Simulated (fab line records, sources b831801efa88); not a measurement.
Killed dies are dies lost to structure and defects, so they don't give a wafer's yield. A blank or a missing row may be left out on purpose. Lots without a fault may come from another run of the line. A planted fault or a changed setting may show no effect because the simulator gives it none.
Which tool did it? | flow sky130 | 15 lots, 45 wafers sampled, at 6 steps of a route of 708

WHAT THE GAUGES READ, wafer by wafer
SKY_LDD_LDN_TW_MEAS_13. Usual: LDD_LDN_TW 1475, standard deviation 20.
lot  | measured     | on            | LDD_LDN_TW     | flag
L344 | day 24 14:38 | film_metro-01 | 1449 1444 1443 |
L343 | day 24 15:03 | film_metro-03 | 1496 1502 1499 |
L341 | day 24 15:33 | film_metro-02 | 1469 1476 1481 |
L345 | day 24 15:56 | film_metro-03 | 1486 1498 1497 |
L346 | day 24 21:33 | film_metro-03 | 1496 1497 1493 |
L348 | day 25 13:28 | film_metro-02 | 1470 1478 1466 |
L350 | day 26 14:10 | film_metro-01 | 1440 1443 1446 |
L355 | day 28 15:17 | film_metro-01 | 1439 1450 1440 |
L354 | day 28 21:35 | film_metro-02 | 1474 1473 1482 |
L357 | day 29 04:38 | film_metro-01 | 1445 1446 1438 |
L359 | day 29 13:38 | film_metro-02 | 1473 1469 1479 |
L360 | day 29 23:14 | film_metro-01 | 1448 1443 1441 |
L362 | day 30 19:51 | film_metro-03 | 1482 1479 1483 |
L363 | day 30 21:59 | film_metro-03 | 1472 1481 1473 |
L364 | day 31 04:38 | film_metro-01 | 1445 1443 1453 |

SKY_SD_N_RS_MEAS_16: measures by four-point-probe. Usual: SD_N_RS 68.46 ohm/sq, standard deviation 0.12.
lot  | measured     | on            | SD_N_RS (ohm/sq)  | flag
L344 | day 29 12:33 | film_metro-01 | 68.28 68.31 68.31 |
L343 | day 29 13:43 | film_metro-04 | 73.31 73.15 73.41 | OFF
L341 | day 29 12:59 | film_metro-04 | 68.55 68.68 68.47 |
L345 | day 29 15:06 | film_metro-02 | 68.50 68.46 68.50 |
L346 | day 29 18:10 | film_metro-02 | 73.56 73.47 73.42 | OFF
L348 | day 30 09:08 | film_metro-01 | 73.26 73.35 73.15 | OFF
L350 | day 31 11:29 | film_metro-04 | 68.43 68.67 68.59 |
L355 | day 33 08:54 | film_metro-02 | 68.51 68.68 68.53 |
L354 | day 33 16:14 | film_metro-01 | 68.44 68.40 68.37 |
L357 | day 33 22:06 | film_metro-04 | 68.57 68.72 68.46 |
L359 | day 34 05:23 | film_metro-01 | 68.49 68.29 68.47 |
L360 | day 34 15:29 | film_metro-02 | 68.45 68.54 68.54 |
L362 | day 35 11:20 | film_metro-04 | 68.35 68.34 68.43 |
L363 | day 35 15:09 | film_metro-01 | 68.28 68.32 68.37 |
L364 | day 35 20:12 | film_metro-01 | 68.29 68.51 68.28 |

SKY_SD_N_RS_MEAS_17: measures by four-point-probe. Usual: SD_P_RS 147.8 ohm/sq, standard deviation 0.37.
lot  | measured     | on            | SD_P_RS (ohm/sq)  | flag
L344 | day 29 12:40 | film_metro-01 | 147.7 147.6 148.0 |
L343 | day 29 13:50 | film_metro-04 | 177.4 176.9 177.7 | OFF
L341 | day 29 13:06 | film_metro-04 | 148.1 148.2 147.8 |
L345 | day 29 15:13 | film_metro-02 | 148.1 147.9 147.9 |
L346 | day 29 18:17 | film_metro-02 | 178.5 178.4 178.5 | OFF
L348 | day 30 09:16 | film_metro-01 | 177.0 177.6 176.9 | OFF
L350 | day 31 11:37 | film_metro-04 | 147.8 148.1 148.6 |
L355 | day 33 09:01 | film_metro-02 | 148.5 148.0 148.1 |
L354 | day 33 16:21 | film_metro-01 | 147.6 147.5 147.9 |
L357 | day 33 22:13 | film_metro-04 | 147.9 148.4 147.9 |
L359 | day 34 05:31 | film_metro-01 | 147.7 147.5 148.1 |
L360 | day 34 15:36 | film_metro-02 | 147.8 147.9 148.6 |
L362 | day 35 11:27 | film_metro-04 | 147.3 147.5 147.3 |
L363 | day 35 15:16 | film_metro-01 | 147.2 147.5 147.8 |
L364 | day 35 20:19 | film_metro-01 | 147.9 147.5 147.7 |

WHICH TOOL RAN EACH LOT (tool, then ch and the chambers of the sampled wafers, then the start)
lot  | SKY_LDD_LDN_STRIP_12                 | SKY_SD_N_STRIP_11                    | SKY_SD_N_RTA_14
L344 | plasma_asher-03 ch 1, day 24 14:32   | plasma_asher-01 ch 0,1, day 29 12:09 | rtp_anneal-01 ch 0, day 29 12:22
L343 | plasma_asher-01 ch 0,1, day 24 14:56 | plasma_asher-04 ch 0, day 29 13:19   | rtp_anneal-01 ch 0, day 29 13:32
L341 | plasma_asher-04 ch 0,1, day 24 15:28 | plasma_asher-04 ch 0,1, day 29 12:35 | rtp_anneal-02 ch 0, day 29 12:47
L345 | plasma_asher-03 ch 0,1, day 24 15:50 | plasma_asher-04 ch 1, day 29 14:43   | rtp_anneal-02 ch 0, day 29 14:55
L346 | plasma_asher-03 ch 0,1, day 24 21:26 | plasma_asher-03 ch 0,1, day 29 17:46 | rtp_anneal-01 ch 0, day 29 17:58
L348 | plasma_asher-01 ch 0,1, day 25 13:23 | plasma_asher-03 ch 0,1, day 30 08:45 | rtp_anneal-01 ch 0, day 30 08:56
L350 | plasma_asher-03 ch 0,1, day 26 14:05 | plasma_asher-03 ch 0,1, day 31 11:06 | rtp_anneal-02 ch 0, day 31 11:17
L355 | plasma_asher-04 ch 0,1, day 28 15:11 | plasma_asher-03 ch 0,1, day 33 08:28 | rtp_anneal-01 ch 0, day 33 08:44
L354 | plasma_asher-04 ch 0,1, day 28 21:29 | plasma_asher-01 ch 0,1, day 33 15:51 | rtp_anneal-02 ch 0, day 33 16:04
L357 | plasma_asher-01 ch 0,1, day 29 04:32 | plasma_asher-03 ch 0,1, day 33 21:43 | rtp_anneal-01 ch 0, day 33 21:56
L359 | plasma_asher-03 ch 0,1, day 29 13:32 | plasma_asher-01 ch 0,1, day 34 05:00 | rtp_anneal-01 ch 0, day 34 05:13
L360 | plasma_asher-01 ch 0,1, day 29 23:08 | plasma_asher-01 ch 0,1, day 34 15:06 | rtp_anneal-01 ch 0, day 34 15:19
L362 | plasma_asher-01 ch 0,1, day 30 19:46 | plasma_asher-04 ch 0,1, day 35 10:56 | rtp_anneal-01 ch 0, day 35 11:08
L363 | plasma_asher-01 ch 0,1, day 30 21:53 | plasma_asher-01 ch 0,1, day 35 14:46 | rtp_anneal-02 ch 0, day 35 14:59
L364 | plasma_asher-01 ch 0,1, day 31 04:32 | plasma_asher-04 ch 0,1, day 35 19:49 | rtp_anneal-01 ch 0, day 35 20:01
- SKY_LDD_LDN_STRIP_12: strips in O2/N2.
- SKY_SD_N_STRIP_11: strips in O2/N2.
- SKY_SD_N_RTA_14: time 2 s.

WHAT THE TOOLS THEMSELVES READ (means of the sampled wafers that have a number; where no wafer has one, the mark that the record gives instead)
SKY_LDD_LDN_STRIP_12. Usual: drypump_motor_current_A 5.4 A, standard deviation 0.44; n2_flow_sccm 299.9 sccm, standard deviation 0.88; oes_product_au 0.717 a.u., standard deviation 0.0044; strip_time_to_endpoint_s 14.18 s, standard deviation 0.045.
lot  | tool            | drypump_motor_current_A (A) | n2_flow_sccm (sccm) | oes_product_au (a.u.) | strip_time_to_endpoint_s (s) | flag
L344 | plasma_asher-03 | 5.0                         | 299.3               | 0.719                 | 14.16                        |
L343 | plasma_asher-01 | 5.5                         | 299.3               | 0.718                 | 14.19                        |
L341 | plasma_asher-04 | 5.5                         | 300.9               | 0.717                 | 14.17                        |
L345 | plasma_asher-03 | 5.3                         | 300.1               | 0.720                 | 14.19                        |
L346 | plasma_asher-03 | 5.7                         | 299.0               | 0.714                 | 14.25                        |
L348 | plasma_asher-01 | 5.5                         | 300.0               | 0.717                 | 14.19                        |
L350 | plasma_asher-03 | 5.3                         | 300.4               | 0.718                 | 14.22                        |
L355 | plasma_asher-04 | 5.3                         | 300.7               | 0.719                 | 14.22                        |
L354 | plasma_asher-04 | 5.3                         | 300.0               | 0.718                 | 14.25                        |
L357 | plasma_asher-01 | 5.5                         | 300.3               | 0.713                 | 14.11                        |
L359 | plasma_asher-03 | 5.7                         | 300.0               | 0.715                 | 14.19                        |
L360 | plasma_asher-01 | 5.5                         | 299.1               | 0.718                 | 14.17                        |
L362 | plasma_asher-01 | 5.2                         | 299.6               | 0.712                 | 14.20                        |
L363 | plasma_asher-01 | 5.5                         | 299.7               | 0.716                 | 14.11                        |
L364 | plasma_asher-01 | 5.2                         | 299.1               | 0.718                 | 14.17                        |

SKY_SD_N_STRIP_11. Usual: drypump_motor_current_A 5.4 A, standard deviation 0.43; n2_flow_sccm 300.0 sccm, standard deviation 0.87; oes_product_au 0.527 a.u., standard deviation 0.0045; strip_time_to_endpoint_s 22.55 s, standard deviation 0.04.
lot  | tool            | drypump_motor_current_A (A) | n2_flow_sccm (sccm) | oes_product_au (a.u.) | strip_time_to_endpoint_s (s) | flag
L344 | plasma_asher-01 | 5.5                         | 299.6               | 0.527                 | 22.57                        |
L343 | plasma_asher-04 | 5.7                         | 299.5               | 0.524                 | 22.58                        |
L341 | plasma_asher-04 | 5.4                         | 299.5               | 0.526                 | 22.59                        |
L345 | plasma_asher-04 | 5.1                         | 300.2               | 0.526                 | 22.50                        |
L346 | plasma_asher-03 | 5.7                         | 300.4               | 0.524                 | 22.57                        |
L348 | plasma_asher-03 | 5.6                         | 300.1               | 0.525                 | 22.55                        |
L350 | plasma_asher-03 | 5.3                         | 299.2               | 0.525                 | 22.58                        |
L355 | plasma_asher-03 | 5.3                         | 300.8               | 0.529                 | 22.54                        |
L354 | plasma_asher-01 | 5.2                         | 300.1               | 0.527                 | 22.51                        |
L357 | plasma_asher-03 | 5.7                         | 300.2               | 0.529                 | 22.50                        |
L359 | plasma_asher-01 | 5.2                         | 299.2               | 0.529                 | 22.57                        |
L360 | plasma_asher-01 | 5.5                         | 300.6               | 0.526                 | 22.44                        |
L362 | plasma_asher-04 | 5.5                         | 299.4               | 0.533                 | 22.54                        |
L363 | plasma_asher-01 | 5.2                         | 300.5               | 0.525                 | 22.54                        |
L364 | plasma_asher-04 | 5.5                         | 299.5               | 0.526                 | 22.58                        |

SKY_SD_N_RTA_14. Usual: chamber_o2_ppm 1.999, standard deviation 0.019; lamp_power_pct 15.74 %, standard deviation 0.057; wafer_temp_C_max 1078.0, standard deviation 1.2.
lot  | tool          | chamber_o2_ppm | lamp_power_pct (%) | wafer_temp_C_max | flag
L344 | rtp_anneal-01 | 1.989          | 15.77              | 1079.0           |
L343 | rtp_anneal-01 | 1.965          | 14.88              | 1044.6           | OFF
L341 | rtp_anneal-02 | 1.992          | 15.70              | 1079.5           |
L345 | rtp_anneal-02 | 2.008          | 15.70              | 1078.8           |
L346 | rtp_anneal-01 | 1.994          | 14.84              | 1044.3           | OFF
L348 | rtp_anneal-01 | 1.977          | 14.87              | 1044.7           | OFF
L350 | rtp_anneal-02 | 1.987          | 15.73              | 1078.1           |
L355 | rtp_anneal-01 | 1.975          | 15.81              | 1078.2           |
L354 | rtp_anneal-02 | 1.989          | 15.80              | 1078.7           |
L357 | rtp_anneal-01 | 2.019          | 15.73              | 1078.5           |
L359 | rtp_anneal-01 | 2.006          | 15.73              | 1078.3           |
L360 | rtp_anneal-01 | 1.989          | 15.74              | 1077.5           |
L362 | rtp_anneal-01 | 1.986          | 15.72              | 1078.8           |
L363 | rtp_anneal-02 | 1.999          | 15.74              | 1078.6           |
L364 | rtp_anneal-01 | 2.009          | 15.72              | 1077.8           |

THE ANSWER, worked out from the rows above alone
Rule: a lot is off if the mean of its wafers that have a number lies more than 3 standard deviations from the usual mean. A lot without any number at a reading at which 4 lots or more have one is off too. The other lots that the step has rows for count as sound. The gauges are gone through in route order, then the tools' own readings, and for those a lot's mean is taken as printed above. The first step at which some lot is off is used, and at that step the reading that is off furthest; a lot without a number counts as furthest.
Off: L343, L346, L348, at SKY_SD_N_RS_MEAS_16 (SD_N_RS).
A tool fits if, at a process step before that reading, it ran every lot that is off, and no sound lot after the first of them. The gauges at SKY_SD_N_RS_MEAS_16 aren't tried: what is off there is off at SKY_SD_N_RTA_14 too, on other tools, and a gauge's error can't cause that. None of those tried fits.

WHAT THE SIMULATOR HAD PUT IN
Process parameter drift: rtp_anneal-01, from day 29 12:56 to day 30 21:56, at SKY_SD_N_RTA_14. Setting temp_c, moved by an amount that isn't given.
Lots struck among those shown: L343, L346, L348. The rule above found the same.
